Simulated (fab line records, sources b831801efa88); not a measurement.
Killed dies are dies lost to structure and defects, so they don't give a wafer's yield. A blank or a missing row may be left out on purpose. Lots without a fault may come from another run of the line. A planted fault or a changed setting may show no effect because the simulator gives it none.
fab line records | flow sky130
record lots=6 wafers=18 last_day=49
route steps=708 shown CONTACT@411 PAD_OPEN@708
lots that met no fault: from a run of the same line without faults
start_h: hours from the record's first day to the start of the lot's first wafer shown | wait_h: hours since the lot's step before | " the same as in the row above | L1.1+2: a row that stands for several wafers | - no value, or no start given | * or withheld: withheld | < > ~ a bound
route shown NAME@n: a module of which the file shows steps, and the number in the route of the first | usual: mean/standard deviation of fault-free wafers | same: alike in all rows | chamber/n: place in a boat | sites: the reading at each site | _std_site: their standard deviation | _edge_site: outer sites' mean less inner sites' | radius_mm: how far each site lies from the wafer's centre | mask NAME#n: copy n | behind: the tool/chamber that last shaped the wafer | hold: why the lot was held/for how many hours/how that ended | device: the transistor (n, p or np) that didn't switch | end of line: the same wafers' tests at the end of the route | a step without rows: its recipe alone | killed: dies lost to structure and defects at the first sort, not the wafer's yield | map: a wafer's dies, x killed, . not, _ none there
set.NAME: the setting as run; set.NAME@STEP: as run at that earlier step | model.NAME: the simulator's own value behind a step, which no gauge read
lots at some steps of the route; a table a step, a row a wafer
services: from which hour (start_h, from the record's first day; less than 0 if before it) a tool's chamber was out of use, for how many hours, and why
## steps
# step SKY_CONTACT_BOW_MEAS_05
# recipe mode=bow
# usual CONTACT_BOW=82/7.2
# columns lot.wafer tool chamber start_h wait_h CONTACT_BOW[um]
L191.1 film_metro-03 - 724.64 0.2 76
L191.3 " - " " 81
L191.5 " - " " 87
L196.2 film_metro-03 - 763.08 0.2 82
L196.3 " - " " 67
L196.6 " - " " 80
L202.2 film_metro-02 - 808.79 0.3 87
L202.3 " - " " 78
L202.4 " - " " 87
L203.1 film_metro-04 - 815.45 0.2 86
L203.3 " - " " 82
L203.6 " - " " 78
L208.2 film_metro-04 - 854.95 0.2 79
L208.3 " - " " 87
L208.6 " - " " 75
L210.1 film_metro-03 - 861.16 0.1 73
L210.4 " - " " 76
L210.6 " - " " 80
# step SKY_CONTACT_DEHYDRATE_06
# recipe temp_c=200 time_s=60
# step SKY_CONTACT_HMDS_07
# recipe prime_time_s=60 prime_temp_c=120
# step SKY_CONTACT_COAT_08
# recipe resist=BARC temp_c=withheld time_s=withheld spin_rpm=3000 resist_thk_nm=60
# step SKY_CONTACT_COAT_09
# recipe resist=KrF-thick spin_rpm=3000 resist_thk_nm=450
# step SKY_CONTACT_SOFTBAKE_10
# recipe temp_c=100 time_s=90 resist=KrF-thick
# step SKY_CONTACT_EXPOSE_11
# recipe mask_id=CTM1 na=0.8 source_shape=annular sigma_inner=0.55 sigma_outer=0.85 target_cd_nm=170 dose_mj=38
# step SKY_CONTACT_PEB_12
# recipe peb_temp_c=withheld peb_time_s=withheld resist=KrF-thick
# step SKY_CONTACT_DEVELOP_13
# recipe develop_time_s=60 resist=KrF-thick dev_temp_c=21
# step SKY_CONTACT_CD_MEAS_14
# recipe target_cd_nm=170
# usual cd_nm=169.8/1.8
# columns lot.wafer tool chamber start_h wait_h cd_nm
L191.1 cd_sem-02 - 752.48 - 170.3
L191.3 " - " " 169.5
L191.5 " - " " 168.6
L196.2 cd_sem-01 - 790.53 - 171.3
L196.3 " - " " 171.2
L196.6 " - " " 171.3
L202.2 cd_sem-01 - 835.53 - 173.2
L202.3 " - " " 173.4
L202.4 " - " " 172.8
L203.1 cd_sem-01 - 841.96 - 168.6
L203.3 " - " " 168.7
L203.6 " - " " 171.0
L208.2 cd_sem-02 - 881.10 - 167.7
L208.3 " - " " 168.6
L208.6 " - " " 168.7
L210.1 cd_sem-02 - 886.96 - 172.3
L210.4 " - " " 170.9
L210.6 " - " " 170.6
# step SKY_CONTACT_OVL_MEAS_15
# usual CONTACT_OVL=-1/5.9
# columns lot.wafer tool chamber start_h wait_h CONTACT_OVL[nm]
L191.1 overlay-02 - 752.60 0.1 11
L191.3 " - " " 4
L191.5 " - " " 4
L196.2 overlay-02 - 790.64 0.1 -10
L196.3 " - " " -6
L196.6 " - " " -10
L202.2 overlay-02 - 835.63 0.1 2
L202.3 " - " " 1
L202.4 " - " " 0
L203.1 overlay-02 - 842.08 0.1 -10
L203.3 " - " " -15
L203.6 " - " " -11
L208.2 overlay-01 - 881.21 0.1 -2
L208.3 " - " " 2
L208.6 " - " " 1
L210.1 overlay-02 - 887.08 0.1 4
L210.4 " - " " 4
L210.6 " - " " 6
# step SKY_CONTACT_ETCH_16
# recipe chemistry=N2/H2 target=BARC ion_energy_ev=200 source_w=500 bias_w=100 pressure_mtorr=30 n2_flow_sccm=100 h2_flow_sccm=200 stop_on=SiO2 time_s=45.9 target_depth_a=600
# usual bias_w=100.0/0.31 drypump_motor_current_A=5.8/0.3 oes_product_au=0.854/0.0047 throttle_valve_pct=13.224/0.0094
# columns lot.wafer tool chamber start_h wait_h bias_w drypump_motor_current_A oes_product_au rf_hours_counter_h throttle_valve_pct
L191.1 rie_diel-01 3 752.64 0.0 99.8 6.0 0.849 2 13.228
L191.3 " 1 " " 100.1 5.4 0.860 21 13.222
L191.5 " 3 " " 100.1 6.0 0.845 - 13.226
L196.2 rie_diel-02 3 790.67 0.0 100.2 6.2 0.848 13 13.234
L196.3 " 1 " " 99.7 6.0 0.855 15 13.219
L196.6 " 2 " " 99.9 5.7 0.858 - 13.224
L202.2 rie_diel-01 2 835.66 0.0 100.1 5.5 0.863 14 13.186
L202.3 " 0 " " 99.4 5.6 0.858 8 13.225
L202.4 " 3 " " 99.7 6.0 0.855 4 13.225
L203.1 rie_diel-01 2 842.11 0.0 99.6 5.5 0.853 14 13.223
L203.3 " 0 " " 99.5 5.5 0.849 8 13.239
L203.6 " 1 " " 100.2 5.4 0.857 - 13.223
L208.2 rie_diel-02 1 881.24 0.0 100.2 6.0 0.853 18 13.230
L208.3 " 3 " " 99.3 6.2 0.860 15 13.216
L208.6 " 0 " " 100.5 5.7 0.849 - 13.214
L210.1 rie_diel-03 3 887.12 0.0 99.9 5.2 0.859 13 13.215
L210.4 " 2 " " 100.1 6.1 0.856 1 13.216
L210.6 " 3 " " 99.9 5.2 0.859 - 13.229
# step SKY_CONTACT_ETCH_17
# recipe target=SiO2 chemistry=C4F8/O2/Ar stop_on=Si3N4 mask_material=KrF-thick source_w=1500 bias_w=1200 pressure_mtorr=40 c4f8_flow_sccm=withheld O2_flow_sccm=6 Ar_flow_sccm=300 time_s=withheld target_depth_a=3400
# usual bias_w=1200/3.4 oes_product_au=0.893/0.0046
# columns lot.wafer tool chamber start_h wait_h bias_w oes_product_au model.Si3N4_of_CONTACT_CVD_00.thk_nm model.CONTACT.feature_depth_nm
L191.1 rie_diel-01 3 752.68 0.0 1201 0.891 74.2 340
L191.3 " 1 " " 1196 0.893 74.44 341.5
L191.5 " 3 " " 1197 0.883 75.84 340.7
L196.2 rie_diel-02 3 790.71 0.0 1199 0.891 74.92 340.4
L196.3 " 1 " " 1204 0.882 75.77 338.7
L196.6 " 2 " " 1200 0.894 76.51 339
L202.2 rie_diel-01 2 835.70 0.0 1313 0.903 72.92 343
L202.3 " 0 " " 1312 0.895 72.37 342.6
L202.4 " 3 " " 1311 0.899 73.41 342.4
L203.1 rie_diel-01 2 842.15 0.0 1313 0.893 72.19 341.3
L203.3 " 0 " " 1306 0.889 73.07 340.5
L203.6 " 1 " " 1315 0.894 73.98 341.3
L208.2 rie_diel-02 1 881.28 0.0 1202 0.891 74.98 341
L208.3 " 3 " " 1204 0.897 74.58 340.6
L208.6 " 0 " " 1202 0.904 76.04 341.2
L210.1 rie_diel-03 3 887.16 0.0 1202 0.897 75.6 341
L210.4 " 2 " " 1202 0.895 76.27 341.1
L210.6 " 3 " " 1199 0.892 75.57 339.2
# step SKY_CONTACT_ETCH_18
# recipe target=Si3N4 chemistry=CHF3/O2 stop_on=TiN source_w=600 bias_w=200 pressure_mtorr=40 chf3_flow_sccm=50 O2_flow_sccm=5 time_s=39 target_depth_a=750
# usual O2_flow_sccm=5.000/0.014 bias_w=200.1/0.62 drypump_motor_current_A=5.8/0.3 oes_product_au=0.856/0.0078 throttle_valve_pct=8.793/0.01
# columns lot.wafer tool chamber start_h wait_h O2_flow_sccm bias_w drypump_motor_current_A oes_product_au rf_hours_counter_h throttle_valve_pct model.etch.depth_nm
L191.1 rie_diel-01 3 - - 4.980 200.4 6.0 0.848 2 8.801 74.2
L191.3 " 1 " " 5.003 199.5 5.4 0.854 21 8.794 74.44
L191.5 " 3 " " 4.969 199.6 6.0 0.848 - 8.787 75.84
L196.2 rie_diel-02 3 - - 4.995 200.4 6.2 0.855 13 8.792 74.92
L196.3 " 1 " " 4.991 199.8 6.0 0.857 15 8.798 75.77
L196.6 " 2 " " 5.006 201.2 5.7 0.864 - 8.803 76.51
L202.2 rie_diel-01 2 - - 5.011 199.3 5.5 0.840 14 8.783 72.92
L202.3 " 0 " " 5.003 200.5 5.5 0.841 8 8.797 72.37
L202.4 " 3 " " 5.007 199.6 6.0 0.843 4 8.778 73.41
L203.1 rie_diel-01 2 - - 5.010 200.4 5.5 0.824 14 8.791 72.19
L203.3 " 0 " " 5.003 200.6 5.5 0.842 8 8.787 73.07
L203.6 " 1 " " 4.981 200.3 5.4 0.848 - 8.777 73.98
L208.2 rie_diel-02 1 - - 5.010 199.4 6.0 0.856 18 8.789 74.98
L208.3 " 3 " " 4.990 201.0 6.2 0.843 15 8.792 74.58
L208.6 " 0 " " 4.982 200.7 5.7 0.858 - 8.782 76.04
L210.1 rie_diel-03 3 - - 5.018 199.4 5.2 0.859 13 8.802 75.6
L210.4 " 2 " " 5.011 200.2 6.1 0.864 1 8.790 76.27
L210.6 " 3 " " 5.014 200.3 5.2 0.856 - 8.822 75.57
# step SKY_CONTACT_STRIP_19
# recipe chemistry=O2/N2 power_w=1400 pressure_mtorr=1500 platen_temp_c=withheld o2_flow_sccm=3000 n2_flow_sccm=300 overash_fraction=0.5
# usual drypump_motor_current_A=5.5/0.49 oes_product_au=0.381/0.0049 strip_time_to_endpoint_s=3.609/0.021
# columns lot.wafer tool chamber start_h wait_h drypump_motor_current_A oes_product_au rf_hours_counter_h strip_time_to_endpoint_s
L191.1 plasma_asher-04 1 752.77 - 4.8 0.372 93 3.606
L191.3 " 1 " " 4.8 0.379 - 3.592
L191.5 " 0 " " 6.3 0.386 - 3.570
L196.2 plasma_asher-04 1 790.80 - 4.8 0.376 97 3.594
L196.3 " 0 " " 6.2 0.383 - 3.617
L196.6 " 0 " " 6.2 0.382 - 3.585
L202.2 plasma_asher-03 1 835.79 - 5.7 0.383 39 3.604
L202.3 " 1 " " 5.7 0.391 - 3.569
L202.4 " 0 " " 4.9 0.387 - 3.570
L203.1 plasma_asher-04 0 842.24 - 6.2 0.381 102 3.593
L203.3 " 0 " " 6.2 0.379 - 3.611
L203.6 " 0 " " 6.2 0.371 - 3.593
L208.2 plasma_asher-03 0 881.37 - 4.9 0.382 42 3.630
L208.3 " 0 " " 4.9 0.373 - 3.610
L208.6 " 0 " " 4.9 0.376 - 3.627
L210.1 plasma_asher-01 1 887.25 - 5.6 0.385 77 3.609
L210.4 " 1 " " 5.6 0.382 - 3.610
L210.6 " 1 " " 5.6 0.383 - 3.624
# step SKY_PAD_OPEN_PROBE_99
# usual killed_at_M0_to_M3=43/7.2 killed_at_M4_up=3.0/2 killed_at_contacts=24/5.5 killed_at_front_end=15/4.2 killed_at_other=0.3/0.51 killed_dies=85/10 killed_open=46/7.3 killed_short=38/6.4
# same gross_dies=492 killed_at_back_side=0
# columns lot.wafer tool chamber start_h wait_h killed_at_M0_to_M3 killed_at_M4_up killed_at_contacts killed_at_front_end killed_at_other killed_dies killed_open killed_short
L191.1 prober-01 - 1090.68 0.1 48 2 27 8 0 85 47 38
L191.3 prober-01 - 1090.78 0.2 44 1 26 12 0 83 59 24
L191.5 prober-01 - 1090.88 0.2 41 2 22 4 1 70 44 26
L203.1 prober-02 - 1156.55 0.1 42 3 36 15 1 97 49 48
L203.3 prober-02 - 1156.65 0.2 36 3 27 14 0 80 48 32
L203.6 prober-02 - 1156.80 0.2 50 0 22 18 0 90 48 42
# killed by level:class
L191.1 VIA1:geometric_particle:open=11 CONTACT:geometric_particle:open=10 LI_CONTACT:geometric_particle:open=7 VIA2:geometric_particle:open=6 METAL2:geometric_particle:short=6 VIA1:geometric_particle:short=5 VIA3:geometric_particle:short=5 VIA3:geometric_particle:open=5
L191.3 CONTACT:geometric_particle:open=13 VIA1:geometric_particle:open=10 VIA3:geometric_particle:open=9 LI_CONTACT:geometric_particle:open=8 VIA2:geometric_particle:open=5 VIA2:geometric_particle:short=5 FIELD_ISO:geometric_particle:open=4 POLY_GATE:geometric_particle:open=3
L191.5 CONTACT:geometric_particle:open=11 VIA1:geometric_particle:open=10 VIA1:geometric_particle:short=9 LI_CONTACT:geometric_particle:open=7 VIA2:geometric_particle:open=6 VIA3:geometric_particle:open=6 METAL2:geometric_particle:short=5 FIELD_ISO:geometric_particle:short=2
L203.1 CONTACT:geometric_particle:open=12 LI_CONTACT:geometric_particle:open=9 CONTACT:geometric_particle:short=9 VIA3:geometric_particle:open=8 METAL1:geometric_particle:short=7 VIA1:geometric_particle:open=7 LOCAL_INTERCONNECT:geometric_particle:short=6 METAL2:geometric_particle:short=6
L203.3 VIA1:geometric_particle:open=14 CONTACT:geometric_particle:open=11 LI_CONTACT:geometric_particle:open=6 FIELD_ISO:geometric_particle:open=5 METAL2:geometric_particle:short=5 POLY_GATE:geometric_particle:short=5 CONTACT:geometric_particle:short=4 LI_CONTACT:geometric_particle:short=3
L203.6 CONTACT:geometric_particle:open=9 VIA1:geometric_particle:open=9 FIELD_ISO:geometric_particle:open=8 VIA2:geometric_particle:open=8 VIA1:geometric_particle:short=7 METAL3:geometric_particle:short=5 METAL1:geometric_particle:short=5 LI_CONTACT:geometric_particle:open=4
## services
# columns tool chamber start_h hours kind
rie_diel-03 0 731.93 1.3 repair
plasma_asher-01 - 768.38 1.5 repair
plasma_asher-03 - 790.00 10.7 repair
plasma_asher-03 - 800.42 5.0 repair
rie_diel-01 3 800.76 3.4 repair
rie_diel-01 - 810.63 2.8 pm
rie_diel-01 1 814.47 7.6 repair
rie_diel-01 - 817.64 4.3 pm
rie_diel-02 3 819.72 7.0 repair
plasma_asher-04 - 823.22 2.2 repair
rie_diel-02 2 837.86 4.6 repair
rie_diel-03 2 840.46 - clean
rie_diel-03 2 840.46 28.3 scheduled_down
rie_diel-03 2 840.46 28.3 vent_cycle
plasma_asher-04 - 849.07 3.3 repair
plasma_asher-03 - 850.70 15.1 repair
plasma_asher-01 - 859.13 0.9 repair
plasma_asher-01 - 864.60 0.7 repair
rie_diel-01 1 866.54 - clean
rie_diel-01 1 866.54 14.2 scheduled_down
rie_diel-01 1 866.54 14.2 vent_cycle
## key
first_sign step=SKY_CONTACT_ETCH_17 reading=bias_w direction=up sigmas=33 usual=1200 struck=1311
effect none on later readings
model_effect step=SKY_CONTACT_ETCH_17 value=Si3N4_of_CONTACT_CVD_00.thk_nm without=74.9 struck=72.99
model_effect step=SKY_CONTACT_ETCH_18 value=etch.depth_nm without=74.9 struck=72.99
met_at SKY_CONTACT_ETCH_17
struck_wafers L202.2,L202.3,L202.4,L203.1,L203.3,L203.6
tester_left_out L202,L203
onset_between 752.68 835.70
fault kind=process_parameter_drift tool=rie_diel-01 chamber=- onset_h=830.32 steps=SKY_CONTACT_ETCH_17 channel=bias_w offset=110.46 shape=step end_h=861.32 acts_in=these_recipes_only stated=1200
# tester_left_out: of these lots the tester's yield and bins aren't shown, on N5 and GAA mostly nor the transistor test; their killed dies are dies lost to structure and defects alone, not to doping, threshold or leakage, so they don't give the yield
